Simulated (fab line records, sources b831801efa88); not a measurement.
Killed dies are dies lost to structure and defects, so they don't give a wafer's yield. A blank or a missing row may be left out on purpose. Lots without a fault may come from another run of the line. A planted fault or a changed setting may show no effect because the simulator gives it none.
fab line records | flow sky130
record lots=5 wafers=15 last_day=50
route steps=708 shown METAL2@483 VIA2@507
lots that met no fault: from a run of the same line without faults
start_h: hours from the record's first day to the start of the lot's first wafer shown | wait_h: hours since the lot's step before | " the same as in the row above | L1.1+2: a row that stands for several wafers | - no value, or no start given | * or withheld: withheld | < > ~ a bound
route shown NAME@n: a module of which the file shows steps, and the number in the route of the first | usual: mean/standard deviation of fault-free wafers | same: alike in all rows | chamber/n: place in a boat | sites: the reading at each site | _std_site: their standard deviation | _edge_site: outer sites' mean less inner sites' | radius_mm: how far each site lies from the wafer's centre | mask NAME#n: copy n | behind: the tool/chamber that last shaped the wafer | hold: why the lot was held/for how many hours/how that ended | device: the transistor (n, p or np) that didn't switch | end of line: the same wafers' tests at the end of the route | a step without rows: its recipe alone | killed: dies lost to structure and defects at the first sort, not the wafer's yield | map: a wafer's dies, x killed, . not, _ none there
set.NAME: the setting as run; set.NAME@STEP: as run at that earlier step | model.NAME: the simulator's own value behind a step, which no gauge read
lots at some steps of the route; a table a step, a row a wafer
services: from which hour (start_h, from the record's first day; less than 0 if before it) a tool's chamber was out of use, for how many hours, and why
## steps
# step SKY_METAL2_SPUTTER_00
# recipe material=Ti target_thk_nm=15 power_w=3000 time_s=10 chamber_pressure_pa=0.4
# usual chamber_pressure_pa=0.3999/0.00079 throttle_valve_pct=29.8/1
# columns lot.wafer tool chamber start_h wait_h chamber_pressure_pa throttle_valve_pct
L079.1 pvd_sputter-01 - 852.34 0.1 0.3999 31.0
L079.4 " - " " 0.3998 30.7
L079.5 " - " " 0.4001 30.4
L084.3 pvd_sputter-02 - 888.14 0.2 0.4012 29.2
L084.5 " - " " 0.4006 29.3
L084.6 " - " " 0.3999 31.0
L085.3 pvd_sputter-02 - 892.19 0.1 0.4012 29.1
L085.4 " - " " 0.4000 29.2
L085.6 " - " " 0.4001 30.7
L091.1 pvd_sputter-01 - 928.46 0.1 0.4002 31.1
L091.3 " - " " 0.3992 28.9
L091.6 " - " " 0.4004 28.8
L093.1 pvd_sputter-02 - 949.65 0.1 0.3999 29.1
L093.2 " - " " 0.3999 29.2
L093.3 " - " " 0.4000 28.3
# step SKY_METAL2_SPUTTER_01
# recipe material=TiN target_thk_nm=20 power_w=6500 time_s=16.7 chamber_pressure_pa=0.4
# usual chamber_pressure_pa=0.3999/0.00078 throttle_valve_pct=29.8/1
# columns lot.wafer tool chamber start_h wait_h chamber_pressure_pa throttle_valve_pct
L079.1 pvd_sputter-01 - 852.36 0.0 0.4014 30.9
L079.4 " - " " 0.4002 30.7
L079.5 " - " " 0.3994 30.4
L084.3 pvd_sputter-02 - 888.16 0.0 0.4001 29.4
L084.5 " - " " 0.3992 29.3
L084.6 " - " " 0.4001 30.4
L085.3 pvd_sputter-02 - 892.21 0.0 0.3990 29.0
L085.4 " - " " 0.3997 29.4
L085.6 " - " " 0.4003 30.7
L091.1 pvd_sputter-01 - 928.48 0.0 0.3986 31.1
L091.3 " - " " 0.3997 28.7
L091.6 " - " " 0.3999 28.9
L093.1 pvd_sputter-02 - 949.67 0.0 0.4000 29.2
L093.2 " - " " 0.3989 29.3
L093.3 " - " " 0.3999 28.2
# step SKY_METAL2_SPUTTER_02
# recipe material=AlCu target_thk_nm=250 power_w=10600 time_s=13.3 chamber_pressure_pa=0.4
# usual chamber_pressure_pa=0.4000/0.00072 throttle_valve_pct=29.8/1
# columns lot.wafer tool chamber start_h wait_h chamber_pressure_pa throttle_valve_pct
L079.1 pvd_sputter-01 - 852.39 0.0 0.3995 31.0
L079.4 " - " " 0.3996 31.0
L079.5 " - " " 0.4014 30.7
L084.3 pvd_sputter-02 - 888.18 0.0 0.3991 29.5
L084.5 " - " " 0.4003 29.2
L084.6 " - " " 0.3995 30.7
L085.3 pvd_sputter-02 - 892.24 0.0 0.4016 29.1
L085.4 " - " " 0.3993 29.3
L085.6 " - " " 0.4000 30.6
L091.1 pvd_sputter-01 - 928.50 0.0 0.3991 30.7
L091.3 " - " " 0.3991 28.8
L091.6 " - " " 0.3992 28.7
L093.1 pvd_sputter-02 - 949.70 0.0 0.4008 29.1
L093.2 " - " " 0.3990 29.1
L093.3 " - " " 0.4004 28.3
# step SKY_METAL2_SPUTTER_03
# recipe material=Ti target_thk_nm=5 power_w=3000 time_s=3.3 chamber_pressure_pa=0.4
# usual chamber_pressure_pa=0.3999/0.00074 throttle_valve_pct=29.8/1
# columns lot.wafer tool chamber start_h wait_h chamber_pressure_pa throttle_valve_pct
L079.1 pvd_sputter-01 - 852.41 0.0 0.4002 31.0
L079.4 " - " " 0.4013 31.1
L079.5 " - " " 0.4003 30.5
L084.3 pvd_sputter-02 - 888.21 0.0 0.3995 29.2
L084.5 " - " " 0.3995 29.1
L084.6 " - " " 0.4006 30.7
L085.3 pvd_sputter-02 - 892.26 0.0 0.3998 29.3
L085.4 " - " " 0.4003 29.3
L085.6 " - " " 0.4004 30.7
L091.1 pvd_sputter-01 - 928.53 0.0 0.3994 31.0
L091.3 " - " " 0.3998 28.8
L091.6 " - " " 0.4000 28.9
L093.1 pvd_sputter-02 - 949.72 0.0 0.3995 29.4
L093.2 " - " " 0.4009 29.1
L093.3 " - " " 0.4000 28.1
# step SKY_METAL2_SPUTTER_04
# recipe material=TiN target_thk_nm=70 power_w=6500 time_s=58.3 chamber_pressure_pa=0.4
# usual chamber_pressure_pa=0.4001/0.00074 throttle_valve_pct=29.8/1
# columns lot.wafer tool chamber start_h wait_h chamber_pressure_pa throttle_valve_pct
L079.1 pvd_sputter-01 - 852.43 0.0 0.4008 31.1
L079.4 " - " " 0.4002 30.7
L079.5 " - " " 0.4011 30.4
L084.3 pvd_sputter-02 - 888.23 0.0 0.4012 29.3
L084.5 " - " " 0.4000 29.3
L084.6 " - " " 0.3996 30.7
L085.3 pvd_sputter-02 - 892.28 0.0 0.4011 29.2
L085.4 " - " " 0.4010 28.9
L085.6 " - " " 0.3997 30.5
L091.1 pvd_sputter-01 - 928.55 0.0 0.3993 31.1
L091.3 " - " " 0.3990 28.7
L091.6 " - " " 0.3994 28.4
L093.1 pvd_sputter-02 - 949.74 0.0 0.3998 29.0
L093.2 " - " " 0.3999 29.0
L093.3 " - " " 0.4005 28.0
# step SKY_METAL2_RS_MEAS_05
# recipe thk_meas_gauge=four-point-probe reads=TiN_of_METAL2_SPUTTER_04+Ti_of_METAL2_SPUTTER_03+AlCu_of_METAL2_SPUTTER_02+TiN_of_METAL2_SPUTTER_01+Ti_of_METAL2_SPUTTER_00
# usual METAL2_ALCU_RS=0.1268/0.001
# columns lot.wafer tool chamber start_h wait_h METAL2_ALCU_RS[ohm/sq]
L079.1 film_metro-03 - 852.48 0.0 0.1252
L079.4 " - " " 0.1239
L079.5 " - " " 0.1261
L084.3 film_metro-01 - 888.31 0.1 0.1286
L084.5 " - " " 0.1284
L084.6 " - " " 0.1281
L085.3 film_metro-03 - 892.37 0.1 0.1267
L085.4 " - " " 0.1284
L085.6 " - " " 0.1264
L091.1 film_metro-01 - 928.59 0.0 0.1271
L091.3 " - " " 0.1268
L091.6 " - " " 0.1277
L093.1 film_metro-01 - 949.79 0.0 0.1280
L093.2 " - " " 0.1288
L093.3 " - " " 0.1284
# step SKY_METAL2_THK_MEAS_06
# recipe thk_meas_gauge=xrf reads=AlCu_of_METAL2_SPUTTER_02
# usual METAL2_ALCU_THK=251.4/2.3
# columns lot.wafer tool chamber start_h wait_h METAL2_ALCU_THK[nm]
L079.1 film_metro-03 - 852.60 0.1 255.0
L079.4 " - " " 256.0
L079.5 " - " " 253.9
L084.3 film_metro-01 - 888.41 0.1 250.8
L084.5 " - " " 250.2
L084.6 " - " " 248.9
L085.3 film_metro-03 - 892.47 0.1 252.5
L085.4 " - " " 249.2
L085.6 " - " " 251.8
L091.1 film_metro-01 - 928.71 0.1 253.5
L091.3 " - " " 253.9
L091.6 " - " " 250.1
L093.1 film_metro-01 - 949.91 0.1 251.8
L093.2 " - " " 248.6
L093.3 " - " " 250.3
# step SKY_METAL2_DEHYDRATE_07
# recipe temp_c=200 time_s=60
# columns lot.wafer tool chamber start_h wait_h
L079.1+4+5 litho_track-02 0 864.93 12.3
L084.3+5+6 litho_track-04 0 900.97 12.5
L085.3+4+6 litho_track-02 0 905.23 12.8
L091.1+3+6 litho_track-04 0 940.17 11.4
L093.1+2+3 litho_track-02 0 961.83 11.9
# step SKY_METAL2_HMDS_08
# recipe prime_time_s=60 prime_temp_c=120
# columns lot.wafer tool chamber start_h wait_h
L079.1+4+5 litho_track-02 0 865.08 0.1
L084.3+5+6 litho_track-04 0 901.12 0.1
L085.3+4+6 litho_track-02 0 905.38 0.1
L091.1+3+6 litho_track-04 0 940.32 0.1
L093.1+2+3 litho_track-02 0 961.98 0.1
# step SKY_METAL2_COAT_09
# recipe resist=BARC temp_c=withheld time_s=withheld spin_rpm=3000 resist_thk_nm=60
# columns lot.wafer tool chamber start_h wait_h
L079.1+4+5 litho_track-02 0 865.23 0.1
L084.3+5+6 litho_track-04 0 901.27 0.1
L085.3+4+6 litho_track-02 0 905.53 0.1
L091.1+3+6 litho_track-04 0 940.47 0.1
L093.1+2+3 litho_track-02 0 962.13 0.1
# step SKY_METAL2_COAT_10
# recipe resist=KrF-thick spin_rpm=3000 resist_thk_nm=450
# columns lot.wafer tool chamber start_h wait_h
L079.1+4+5 litho_track-02 0 - -
L084.3+5+6 litho_track-04 0 - -
L085.3+4+6 litho_track-02 0 - -
L091.1+3+6 litho_track-04 0 - -
L093.1+2+3 litho_track-02 0 - -
# step SKY_METAL2_SOFTBAKE_11
# recipe temp_c=100 time_s=90 resist=KrF-thick
# columns lot.wafer tool chamber start_h wait_h
L079.1+4+5 litho_track-02 0 - -
L084.3+5+6 litho_track-04 0 - -
L085.3+4+6 litho_track-02 0 - -
L091.1+3+6 litho_track-04 0 - -
L093.1+2+3 litho_track-02 0 - -
# step SKY_METAL2_EXPOSE_12
# recipe mask_id=MM2 na=0.8 source_shape=annular sigma_inner=0.55 sigma_outer=0.85 target_cd_nm=140 dose_mj=28
# usual stage_vel_mm_s=499.97/0.23
# columns lot.wafer tool chamber start_h wait_h mask stage_vel_mm_s
L079.1 krf_scanner-01 0 - - MM2#0 499.57
L079.4 " 0 " " MM2#0 500.08
L079.5 " 0 " " MM2#0 500.12
L084.3 krf_scanner-01 0 - - MM2#0 499.71
L084.5 " 0 " " MM2#0 499.87
L084.6 " 0 " " MM2#0 499.98
L085.3 krf_scanner-02 0 - - MM2#0 499.83
L085.4 " 0 " " MM2#0 499.60
L085.6 " 0 " " MM2#0 499.52
L091.1 krf_scanner-02 0 - - MM2#0 500.02
L091.3 " 0 " " MM2#0 500.35
L091.6 " 0 " " MM2#0 499.81
L093.1 krf_scanner-01 0 - - MM2#0 499.96
L093.2 " 0 " " MM2#0 499.60
L093.3 " 0 " " MM2#0 500.14
# step SKY_METAL2_PEB_13
# recipe peb_temp_c=withheld peb_time_s=withheld resist=KrF-thick
# columns lot.wafer tool chamber start_h wait_h
L079.1+4+5 litho_track-02 0 - -
L084.3+5+6 litho_track-01 0 - -
L085.3+4+6 litho_track-04 0 - -
L091.1+3+6 litho_track-02 0 - -
L093.1+2+3 litho_track-04 0 - -
# step SKY_METAL2_DEVELOP_14
# recipe develop_time_s=60 resist=KrF-thick dev_temp_c=21
# columns lot.wafer tool chamber start_h wait_h
L079.1+4+5 litho_track-02 0 - -
L084.3+5+6 litho_track-01 0 - -
L085.3+4+6 litho_track-04 0 - -
L091.1+3+6 litho_track-02 0 - -
L093.1+2+3 litho_track-04 0 - -
# step SKY_METAL2_CD_MEAS_15
# recipe target_cd_nm=140
# usual cd_nm=139.8/1.9
# columns lot.wafer tool chamber start_h wait_h cd_nm
L079.1 cd_sem-01 - 878.78 - 140.0
L079.4 " - " " 140.8
L079.5 " - " " 140.0
L084.3 cd_sem-02 - 913.85 - 138.3
L084.5 " - " " 135.2
L084.6 " - " " 134.8
L085.3 cd_sem-01 - 918.41 - 138.0
L085.4 " - " " 139.3
L085.6 " - " " 139.8
L091.1 cd_sem-01 - 952.88 - 138.1
L091.3 " - " " 137.2
L091.6 " - " " 138.5
L093.1 cd_sem-02 - 974.12 - 137.8
L093.2 " - " " 138.7
L093.3 " - " " 138.3
# step SKY_METAL2_OVL_MEAS_16
# usual METAL2_OVL=-4/7.2
# columns lot.wafer tool chamber start_h wait_h METAL2_OVL[nm]
L079.1 overlay-02 - 878.90 0.1 0
L079.4 " - " " 8
L079.5 " - " " 10
L084.3 overlay-02 - 913.94 0.1 -2
L084.5 " - " " -5
L084.6 " - " " -1
L085.3 overlay-02 - 918.50 0.1 -24
L085.4 " - " " -16
L085.6 " - " " -12
L091.1 overlay-02 - 953.00 0.1 3
L091.3 " - " " 2
L091.6 " - " " -8
L093.1 overlay-01 - 974.24 0.1 -13
L093.2 " - " " -17
L093.3 " - " " -11
# step SKY_METAL2_DESCUM_17
# recipe chemistry=O2 source_power_w=150 bias_power_w=0 pressure_mtorr=10 temp_c=40 time_s=8
# usual drypump_motor_current_A=5.8/0.43 oes_product_au=1.001/0.0082
# columns lot.wafer tool chamber start_h wait_h drypump_motor_current_A oes_product_au rf_hours_counter_h
L079.1 rie_metal-01 0 878.94 0.0 6.4 0.990 15
L079.4 " 1 " " 5.3 1.008 -
L079.5 " 0 " " 6.4 0.993 -
L084.3 rie_metal-02 1 913.97 0.0 6.2 1.001 -
L084.5 " 1 " " 6.2 0.990 -
L084.6 " 0 " " 5.8 0.983 -
L085.3 rie_metal-01 0 918.54 0.0 6.4 1.005 -
L085.4 " 1 " " 5.3 1.003 -
L085.6 " 1 " " 5.3 0.999 -
L091.1 rie_metal-04 1 953.04 0.0 5.3 1.000 18
L091.3 " 0 " " 6.1 1.015 -
L091.6 " 0 " " 6.1 1.002 -
L093.1 rie_metal-02 0 974.28 0.0 5.7 0.994 10
L093.2 " 1 " " 6.2 1.006 14
L093.3 " 0 " " 5.8 0.997 -
# step SKY_METAL2_ETCH_18
# recipe chemistry=N2/H2 target=BARC ion_energy_ev=200 bias_w=100 pressure_mtorr=30 n2_flow_sccm=100 h2_flow_sccm=200 icp_w=500 stop_on=SiO2 time_s=45.9 target_depth_a=600
# usual drypump_motor_current_A=5.9/0.43 h2_flow_sccm=200.1/0.67 oes_product_au=0.854/0.0044 throttle_valve_pct=13.225/0.0095
# columns lot.wafer tool chamber start_h wait_h drypump_motor_current_A h2_flow_sccm oes_product_au rf_hours_counter_h throttle_valve_pct
L079.1 rie_metal-01 0 878.97 0.0 6.4 200.8 0.856 15 13.224
L079.4 " 1 " " 5.3 199.8 0.856 - 13.233
L079.5 " 0 " " 6.3 201.1 0.848 - 13.216
L084.3 rie_metal-02 1 914.01 0.0 6.2 199.2 0.858 - 13.217
L084.5 " 1 " " 6.2 199.8 0.845 - 13.229
L084.6 " 0 " " 5.8 201.5 0.854 - 13.220
L085.3 rie_metal-01 0 918.58 0.0 6.4 200.4 0.855 - 13.226
L085.4 " 1 " " 5.3 200.5 0.864 - 13.223
L085.6 " 1 " " 5.3 200.6 0.853 - 13.236
L091.1 rie_metal-04 1 953.07 0.0 5.3 200.0 0.854 18 13.219
L091.3 " 0 " " 6.1 200.4 0.860 - 13.218
L091.6 " 0 " " 6.1 199.8 0.853 - 13.215
L093.1 rie_metal-02 0 974.31 0.0 5.7 201.0 0.849 10 13.235
L093.2 " 1 " " 6.2 198.9 0.855 14 13.228
L093.3 " 0 " " 5.8 200.1 0.851 - 13.220
# step SKY_METAL2_METAL_ETCH_19
# recipe target_depth_a=3600 stop_on=SiO2 over_etch_frac=0.3 time_s=78 chemistry=Cl2/BCl3 resist_sidewall_deg=88 pressure_mtorr=10 icp_w=900 bias_w=48.5 Cl2_flow_sccm=60 bcl3_flow_sccm=30
# usual drypump_motor_current_A=5.8/0.43 oes_product_au=0.854/0.0054 throttle_valve_pct=22.265/0.01
# columns lot.wafer tool chamber start_h wait_h drypump_motor_current_A oes_product_au rf_hours_counter_h throttle_valve_pct
L079.1 rie_metal-01 0 879.03 0.0 6.4 0.858 15 22.275
L079.4 " 1 " " 5.3 0.863 - 22.279
L079.5 " 0 " " 6.4 0.858 - 22.258
L084.3 rie_metal-02 1 914.09 0.1 6.2 0.849 - 22.251
L084.5 " 1 " " 6.2 0.842 - 22.252
L084.6 " 0 " " 5.8 0.856 - 22.256
L085.3 rie_metal-01 0 918.65 0.1 6.3 0.860 - 22.281
L085.4 " 1 " " 5.3 0.852 - 22.250
L085.6 " 1 " " 5.3 0.855 - 22.267
L091.1 rie_metal-04 1 953.13 0.0 5.3 0.860 18 22.262
L091.3 " 0 " " 6.1 0.848 - 22.278
L091.6 " 0 " " 6.1 0.862 - 22.277
L093.1 rie_metal-02 0 974.37 0.0 5.8 0.852 10 22.264
L093.2 " 1 " " 6.2 0.853 14 22.280
L093.3 " 0 " " 5.8 0.844 - 22.272
# step SKY_METAL2_STRIP_20
# recipe chemistry=O2/N2 power_w=1400 pressure_mtorr=1500 platen_temp_c=withheld o2_flow_sccm=3000 n2_flow_sccm=300 overash_fraction=0.5
# usual drypump_motor_current_A=5.71/0.28 oes_product_au=0.343/0.0048 strip_time_to_endpoint_s=2.68/0.039
# columns lot.wafer tool chamber start_h wait_h drypump_motor_current_A oes_product_au rf_hours_counter_h strip_time_to_endpoint_s
L079.1 plasma_asher-03 1 879.12 0.1 5.95 0.340 109 2.69
L079.4 " 0 " " 5.46 0.351 - 2.73
L079.5 " 1 " " 5.95 0.341 - 2.71
L084.3 plasma_asher-03 0 914.18 0.1 5.48 0.341 - 2.72
L084.5 " 0 " " 5.48 0.334 - 2.70
L084.6 " 1 " " 5.95 0.336 - 2.76
L085.3 plasma_asher-03 1 918.75 0.1 5.98 0.349 - 2.65
L085.4 " 0 " " 5.44 0.344 - 2.68
L085.6 " 0 " " 5.44 0.348 - 2.69
L091.1 plasma_asher-03 1 953.22 0.1 5.95 0.341 117 2.64
L091.3 " 0 " " 5.45 0.331 - 2.66
L091.6 " 0 " " 5.47 0.339 - 2.61
L093.1 plasma_asher-04 1 974.46 0.1 5.28 0.342 24 2.66
L093.2 " 0 " " 5.64 0.346 24 2.63
L093.3 " 1 " " 5.28 0.341 - 2.66
# step SKY_METAL2_STRIP_21
# recipe chemistry=post_etch_residue_remover time_s=1200 temp_c=72.5
# columns lot.wafer tool chamber start_h wait_h
L079.1+4+5 wet_bench-01 0 879.22 0.1
L084.3+5+6 wet_bench-03 1 914.25 0.0
L085.3+4+6 wet_bench-02 1 918.81 0.0
L091.1+3+6 wet_bench-03 3 953.32 0.1
L093.1+2+3 wet_bench-01 2 974.56 0.1
# step SKY_METAL2_CLEAN_22
# recipe chemistry=IPA time_s=180 temp_c=25
# columns lot.wafer tool chamber start_h wait_h
L079.1+4+5 wet_bench-02 1 879.56 0.0
L084.3+5+6 wet_bench-02 2 914.59 0.0
L085.3+4+6 wet_bench-03 0 919.15 0.0
L091.1+3+6 wet_bench-02 3 953.66 0.0
L093.1+2+3 wet_bench-01 3 974.94 0.0
# step SKY_METAL2_CLEAN_23
# recipe chemistry=O3/DIW dry=n2_spin
# columns lot.wafer tool chamber start_h wait_h
L079.1+4+5 wet_bench-03 3 879.62 0.0
L084.3+5+6 wet_bench-01 2 914.65 0.0
L085.3+4+6 wet_bench-01 3 919.22 0.0
L091.1+3+6 wet_bench-01 2 953.72 0.0
L093.1+2+3 wet_bench-01 0 975.00 0.0
# step SKY_VIA2_HDPCVD_00
# recipe material=SiO2 target_thk_nm=1180 sigma_open_frac=0.3 time_s=196.7 temp_c=400 sih4_flow_sccm=60 pressure_mtorr=6
# usual pressure_mtorr=6.000/0.011
# columns lot.wafer tool chamber start_h wait_h pressure_mtorr
L079.1 hdpcvd-01 2 879.71 0.0 5.992
L079.4 " 1 " " 5.997
L079.5 " 2 " " 5.999
L084.3 hdpcvd-01 0 914.74 0.0 5.999
L084.5 " 1 " " 5.998
L084.6 " 0 " " 5.977
L085.3 hdpcvd-01 2 919.31 0.0 6.001
L085.4 " 0 " " 5.988
L085.6 " 2 " " 6.005
L091.1 hdpcvd-02 0 953.82 0.0 5.994
L091.3 " 2 " " 6.004
L091.6 " 1 " " 6.028
L093.1 hdpcvd-01 0 975.10 0.0 5.994
L093.2 " 2 " " 5.996
L093.3 " 1 " " 6.015
# step SKY_VIA2_THK_MEAS_01
# recipe reads=SiO2_of_VIA2_HDPCVD_00
# usual VIA2_HDPCVD_THK=1184/8.7
# columns lot.wafer tool chamber start_h wait_h VIA2_HDPCVD_THK[nm]
L079.1 film_metro-04 - 879.84 0.1 1189
L079.4 " - " " 1192
L079.5 " - " " 1200
L084.3 film_metro-04 - 914.88 0.1 1182
L084.5 " - " " 1175
L084.6 " - " " 1179
L085.3 film_metro-03 - 919.46 0.1 1196
L085.4 " - " " 1180
L085.6 " - " " 1201
L091.1 film_metro-04 - 953.95 0.1 1181
L091.3 " - " " 1177
L091.6 " - " " 1180
L093.1 film_metro-04 - 975.22 0.1 1182
L093.2 " - " " 1167
L093.3 " - " " 1180
# step SKY_VIA2_CMP_02
# recipe material=SiO2 down_force_psi=4 platen_rpm=60 pad_velocity_m_s=0.94248
# usual motor_current_A=11.5/1.4
# columns lot.wafer tool chamber start_h wait_h motor_current_A
L079.1 cmp-02 1 880.06 0.2 10.0
L079.4 " 3 " " 12.1
L079.5 " 1 " " 9.8
L084.3 cmp-02 1 915.03 0.1 9.3
L084.6 " 0 " " 13.0
L084.5 " 1 " " 9.5
L085.3 cmp-02 2 919.55 0.1 12.1
L085.4 " 0 " " 12.8
L085.6 " 1 " " 9.5
L091.1 cmp-01 1 954.11 0.1 11.1
L091.3 " 2 " " 12.8
L091.6 " 0 " " 9.6
L093.2 cmp-02 1 975.33 0.1 9.7
L093.3 " 2 " " 12.3
L093.1 " 3 " " 13.1
# step SKY_VIA2_BOW_MEAS_03
# recipe mode=bow
# usual VIA2_BOW=87/6.7
# columns lot.wafer tool chamber start_h wait_h VIA2_BOW[um]
L079.1 film_metro-03 - 880.36 0.2 90
L079.4 " - " " 83
L079.5 " - " " 79
L084.3 film_metro-03 - 915.32 0.2 83
L084.5 " - " " 93
L084.6 " - " " 87
L085.3 film_metro-02 - 919.84 0.2 89
L085.4 " - " " 83
L085.6 " - " " 71
L091.1 film_metro-04 - 954.31 0.1 97
L091.3 " - " " 93
L091.6 " - " " 85
L093.1 film_metro-04 - 975.58 0.1 94
L093.2 " - " " 93
L093.3 " - " " 74
# step SKY_VIA2_DEHYDRATE_04
# recipe temp_c=200 time_s=60
# columns lot.wafer tool chamber start_h wait_h
L079.1+4+5 litho_track-03 0 892.72 12.3
L084.3+5+6 litho_track-01 0 927.86 12.5
L085.3+4+6 litho_track-03 0 931.92 12.1
L091.1+3+6 litho_track-01 0 965.86 11.5
L093.1+2+3 litho_track-03 0 986.77 11.2
# step SKY_VIA2_HMDS_05
# recipe prime_time_s=60 prime_temp_c=120
# columns lot.wafer tool chamber start_h wait_h
L079.1+4+5 litho_track-03 0 892.87 0.1
L084.3+5+6 litho_track-01 0 928.01 0.1
L085.3+4+6 litho_track-03 0 932.07 0.1
L091.1+3+6 litho_track-01 0 966.01 0.1
L093.1+2+3 litho_track-03 0 986.92 0.1
# step SKY_VIA2_COAT_06
# recipe resist=BARC temp_c=withheld time_s=withheld spin_rpm=3000 resist_thk_nm=60
# columns lot.wafer tool chamber start_h wait_h
L079.1+4+5 litho_track-03 0 893.02 0.1
L084.3+5+6 litho_track-01 0 928.16 0.1
L085.3+4+6 litho_track-03 0 932.22 0.1
L091.1+3+6 litho_track-01 0 966.16 0.1
L093.1+2+3 litho_track-03 0 987.07 0.1
# step SKY_VIA2_COAT_07
# recipe resist=KrF-thick spin_rpm=3000 resist_thk_nm=450
# columns lot.wafer tool chamber start_h wait_h
L079.1+4+5 litho_track-03 0 - -
L084.3+5+6 litho_track-01 0 - -
L085.3+4+6 litho_track-03 0 - -
L091.1+3+6 litho_track-01 0 - -
L093.1+2+3 litho_track-03 0 - -
# step SKY_VIA2_SOFTBAKE_08
# recipe temp_c=100 time_s=90 resist=KrF-thick
# columns lot.wafer tool chamber start_h wait_h
L079.1+4+5 litho_track-03 0 - -
L084.3+5+6 litho_track-01 0 - -
L085.3+4+6 litho_track-03 0 - -
L091.1+3+6 litho_track-01 0 - -
L093.1+2+3 litho_track-03 0 - -
# step SKY_VIA2_EXPOSE_09
# recipe mask_id=VIM2 na=0.8 source_shape=annular sigma_inner=0.55 sigma_outer=0.85 target_cd_nm=200 dose_mj=38
# usual stage_vel_mm_s=500.01/0.3
# columns lot.wafer tool chamber start_h wait_h mask stage_vel_mm_s
L079.1 krf_scanner-01 0 - - VIM2#0 499.63
L079.4 " 0 " " VIM2#0 499.86
L079.5 " 0 " " VIM2#0 500.15
L084.3 krf_scanner-02 0 - - VIM2#0 500.04
L084.5 " 0 " " VIM2#0 500.14
L084.6 " 0 " " VIM2#0 499.79
L085.3 krf_scanner-02 0 - - VIM2#0 500.18
L085.4 " 0 " " VIM2#0 500.07
L085.6 " 0 " " VIM2#0 499.92
L091.1 krf_scanner-01 0 - - VIM2#0 499.78
L091.3 " 0 " " VIM2#0 499.94
L091.6 " 0 " " VIM2#0 499.73
L093.1 krf_scanner-01 0 - - VIM2#0 499.97
L093.2 " 0 " " VIM2#0 500.56
L093.3 " 0 " " VIM2#0 500.09
# step SKY_VIA2_PEB_10
# recipe peb_temp_c=withheld peb_time_s=withheld resist=KrF-thick
# columns lot.wafer tool chamber start_h wait_h
L079.1+4+5 litho_track-01 0 - -
L084.3+5+6 litho_track-03 0 - -
L085.3+4+6 litho_track-01 0 - -
L091.1+3+6 litho_track-02 0 - -
L093.1+2+3 litho_track-03 0 - -
# step SKY_VIA2_DEVELOP_11
# recipe develop_time_s=60 resist=KrF-thick dev_temp_c=21
# columns lot.wafer tool chamber start_h wait_h
L079.1+4+5 litho_track-01 0 - -
L084.3+5+6 litho_track-03 0 - -
L085.3+4+6 litho_track-01 0 - -
L091.1+3+6 litho_track-02 0 - -
L093.1+2+3 litho_track-03 0 - -
# step SKY_VIA2_CD_MEAS_12
# recipe target_cd_nm=200
# usual cd_nm=199.9/1.5
# columns lot.wafer tool chamber start_h wait_h cd_nm
L079.1 cd_sem-02 - 906.56 - 201.6
L079.4 " - " " 200.8
L079.5 " - " " 201.2
L084.3 cd_sem-02 - 940.56 - 202.6
L084.5 " - " " 203.0
L084.6 " - " " 202.7
L085.3 cd_sem-01 - 944.95 - 201.7
L085.4 " - " " 202.0
L085.6 " - " " 200.9
L091.1 cd_sem-02 - 978.08 - 200.7
L091.3 " - " " 202.3
L091.6 " - " " 202.3
L093.1 cd_sem-02 - 998.67 - 197.9
L093.2 " - " " 198.7
L093.3 " - " " 198.9
# step SKY_VIA2_OVL_MEAS_13
# usual VIA2_OVL=0/5.4
# columns lot.wafer tool chamber start_h wait_h VIA2_OVL[nm]
L079.1 overlay-02 - 906.68 0.1 4
L079.4 " - " " 2
L079.5 " - " " 5
L084.3 overlay-01 - 940.65 0.1 4
L084.5 " - " " 0
L084.6 " - " " 6
L085.3 overlay-02 - 945.04 0.1 7
L085.4 " - " " 9
L085.6 " - " " 5
L091.1 overlay-02 - 978.20 0.1 -6
L091.3 " - " " -5
L091.6 " - " " 0
L093.1 overlay-02 - 998.79 0.1 3
L093.2 " - " " 1
L093.3 " - " " 2
# step SKY_VIA2_ETCH_14
# recipe chemistry=N2/H2 target=BARC ion_energy_ev=200 source_w=500 bias_w=100 pressure_mtorr=30 n2_flow_sccm=100 h2_flow_sccm=200 stop_on=SiO2 time_s=45.9 target_depth_a=600
# usual drypump_motor_current_A=5.9/0.46 h2_flow_sccm=200.1/0.64 oes_product_au=0.855/0.0048 throttle_valve_pct=13.224/0.0087
# columns lot.wafer tool chamber start_h wait_h drypump_motor_current_A h2_flow_sccm oes_product_au rf_hours_counter_h throttle_valve_pct
L079.1 rie_diel-02 2 906.71 0.0 5.9 199.5 0.855 4 13.236
L079.4 " 1 " " 5.0 200.9 0.847 - 13.226
L079.5 " 2 " " 5.9 198.8 0.851 - 13.216
L084.3 rie_diel-04 1 940.67 0.0 6.2 201.2 0.844 11 13.222
L084.5 " 2 " " 6.2 199.5 0.854 - 13.219
L084.6 " 0 " " 5.9 199.7 0.862 - 13.233
L085.3 rie_diel-04 2 945.06 0.0 6.3 200.2 0.861 5 13.218
L085.4 " 1 " " 6.2 201.1 0.855 11 13.223
L085.6 " 3 " " 6.3 200.6 0.863 - 13.221
L091.1 rie_diel-02 0 978.24 0.0 5.5 200.0 0.861 14 13.231
L091.3 " 3 " " 6.5 199.9 0.854 25 13.221
L091.6 " 1 " " 5.0 200.4 0.852 - 13.221
L093.1 rie_diel-01 2 998.82 0.0 5.7 199.8 0.851 12 13.211
L093.2 " 0 " " 6.4 201.3 0.855 19 13.229
L093.3 " 3 " " 5.4 200.2 0.860 17 13.221
## services
# columns tool chamber start_h hours kind
rie_metal-01 1 829.75 2.5 repair
plasma_asher-03 - 847.47 0.5 repair
hdpcvd-01 - 853.27 2.8 pm
krf_scanner-01 - 862.45 0.8 pm
krf_scanner-02 - 866.07 1.0 pm
hdpcvd-01 2 880.82 5.6 repair
cmp-02 - 884.80 4.4 repair
rie_metal-04 1 890.15 3.7 repair
pvd_sputter-02 - 902.46 4.6 repair
krf_scanner-01 - 905.87 0.8 pm
pvd_sputter-01 - 906.44 0.7 repair
krf_scanner-01 - 919.11 1.3 pm
cmp-02 - 938.78 2.3 repair
pvd_sputter-02 - 940.23 1.1 repair
krf_scanner-02 - 943.66 0.8 pm
rie_metal-01 - 945.18 2.8 pm
rie_metal-01 - 949.41 28.1 pm
hdpcvd-01 - 950.25 15.0 pm
krf_scanner-02 - 956.24 1.3 pm
krf_scanner-01 - 957.54 1.0 pm
hdpcvd-01 - 959.28 1.9 repair
cmp-02 - 961.51 5.8 pm
wet_bench-02 - 974.64 2.8 repair
cmp-02 - 985.68 0.9 repair
## key
fault none
